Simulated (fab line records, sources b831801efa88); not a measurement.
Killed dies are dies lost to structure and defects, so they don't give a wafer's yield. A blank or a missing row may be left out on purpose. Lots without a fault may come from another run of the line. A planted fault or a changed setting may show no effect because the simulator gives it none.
Split-lot experiment | flow sfq_line | 5 lots, 23 wafers read, on a route of 325 steps

THE SPLIT
At SFQ_TRILAYER_M0_DEP_SPUTTER_019 (material Nb, target thk 200 nm, time 133.3 s), the setting time_s was moved away from the recipe's 133.3 s on 8 of the 23 wafers read, by -6.1% to +13.5%. The other wafers ran this setting at the recipe's value.

FROM THE SPLIT TO THE READING: what the file shows between them, 3 steps
- SFQ_M0_RS_MEAS_904: measures by four-point-probe
- SFQ_TRILAYER_M0_LITHO_COAT_026: resist thk 62 nm
- SFQ_TRILAYER_M0_BARC_OPEN_METAL_ETCH_031: etches BARC in O2, target depth 125 nm, time 41.7 s

THE READING
oes_product_au, in a.u., at SFQ_TRILAYER_M0_ETCH_METAL_ETCH_024 (etches Nb in Cl2/Ar, stops on SiO2, target depth 240 nm, time 120 s). Fault-free wafers of this fab line usually give 0.897 a.u., standard deviation 0.0061 a.u..

wafer  | tool, chamber at the split | time_s as run, s | against the recipe | oes_product_au, a.u. | against lot-mates on the recipe
L074.4 | pvd_sputter-04, -          | 133.3            | recipe             | 0.891                | -
L074.5 | pvd_sputter-04, -          | 133.3            | recipe             | 0.889                | -
L074.6 | pvd_sputter-04, -          | 133.3            | recipe             | 0.899                | -
L077.1 | pvd_sputter-04, -          | 133.3            | recipe             | 0.899                | -
L077.3 | pvd_sputter-04, -          | 125.2            | -6.1%              | 0.861                | -0.032
L077.4 | pvd_sputter-04, -          | 125.2            | -6.1%              | 0.854                | -0.039
L077.5 | pvd_sputter-04, -          | 133.3            | recipe             | 0.886                | -
L077.6 | pvd_sputter-04, -          | 125.2            | -6.1%              | 0.878                | -0.015
L081.1 | pvd_sputter-06, -          | 133.3            | recipe             | 0.895                | -
L081.2 | pvd_sputter-06, -          | 133.3            | recipe             | 0.888                | -
L081.3 | pvd_sputter-06, -          | 151.3            | +13.5%             | 0.963                | +0.070
L081.4 | pvd_sputter-06, -          | 151.3            | +13.5%             | 0.967                | +0.074
L081.6 | pvd_sputter-06, -          | 133.3            | recipe             | 0.897                | -
L084.1 | pvd_sputter-04, -          | 133.3            | recipe             | 0.891                | -
L084.2 | pvd_sputter-04, -          | 142.8            | +7.1%              | 0.928                | +0.037
L084.3 | pvd_sputter-04, -          | 142.8            | +7.1%              | 0.926                | +0.035
L084.5 | pvd_sputter-04, -          | 142.8            | +7.1%              | 0.925                | +0.034
L084.6 | pvd_sputter-04, -          | 133.3            | recipe             | 0.892                | -
L085.1 | pvd_sputter-04, -          | 133.3            | recipe             | 0.899                | -
L085.2 | pvd_sputter-04, -          | 133.3            | recipe             | 0.892                | -
L085.3 | pvd_sputter-04, -          | 133.3            | recipe             | 0.898                | -
L085.5 | pvd_sputter-04, -          | 133.3            | recipe             | 0.911                | -
L085.6 | pvd_sputter-04, -          | 133.3            | recipe             | 0.897                | -

THE FIT
A straight line over all 23 wafers: oes_product_au changes by +0.00499 a.u. for each +1% of time_s; r = +0.97; the points scatter about the line by 0.0066 a.u..
The same after taking each lot's own level away (the mean of its wafers on the recipe; 23 wafers): +0.00506 a.u. for each +1%; r = +0.98; scatter 0.0059 a.u..
On that fit, the largest move of time_s shifts the reading by 0.068 a.u..
The lots' own levels span 0.8915 to 0.8994 a.u., that is 1.3 times the standard deviation above.
So the lot-to-lot level changes the slope little: the two slopes agree.
Check: with one of the wafers moved furthest among these (+13.5%) left out of the fit, the line predicts +0.0685 a.u. for it against its lot-mates. It came out at +0.0697 a.u. against them.

OTHER SPLITS ON THESE WAFERS
These wafers also went through other splits before the reading. Each is held against what the fit with the lots' levels taken away leaves over:
other split on the same wafers                | wafers away from the commonest value | r with oes_product_au (lot level and that fit taken away)
SFQ_TRILAYER_INCOMING_OXIDATION_002 ox_time_s | 10                                   | -0.03

THE WHOLE CHAIN: every reading that the file lists as answering this split, in the file's order
step                                | what it does                                                        | reading                                                                                   | change (the file's fit)                   | r (the file's)
SFQ_TRILAYER_M0_DEP_SPUTTER_019     | material Nb, target thk 200 nm, time 133.3 s                        | Nb_of_TRILAYER_M0_DEP_SPUTTER_019.thk_nm (the simulator's own value, which no gauge read) | +2.06 nm for each +1% of the setting      | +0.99
SFQ_M0_RS_MEAS_904                  | measures by four-point-probe                                        | M0_NB_RS                                                                                  | -0.00842 for each +1% of the setting      | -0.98
SFQ_TRILAYER_M0_ETCH_METAL_ETCH_024 | etches Nb in Cl2/Ar, stops on SiO2, target depth 240 nm, time 120 s | oes_product_au                                                                            | +0.00515 a.u. for each +1% of the setting | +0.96

THE FILE'S OWN FIT
oes_product_au changes by +0.00515 a.u. for each +1% of time_s, r = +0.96.
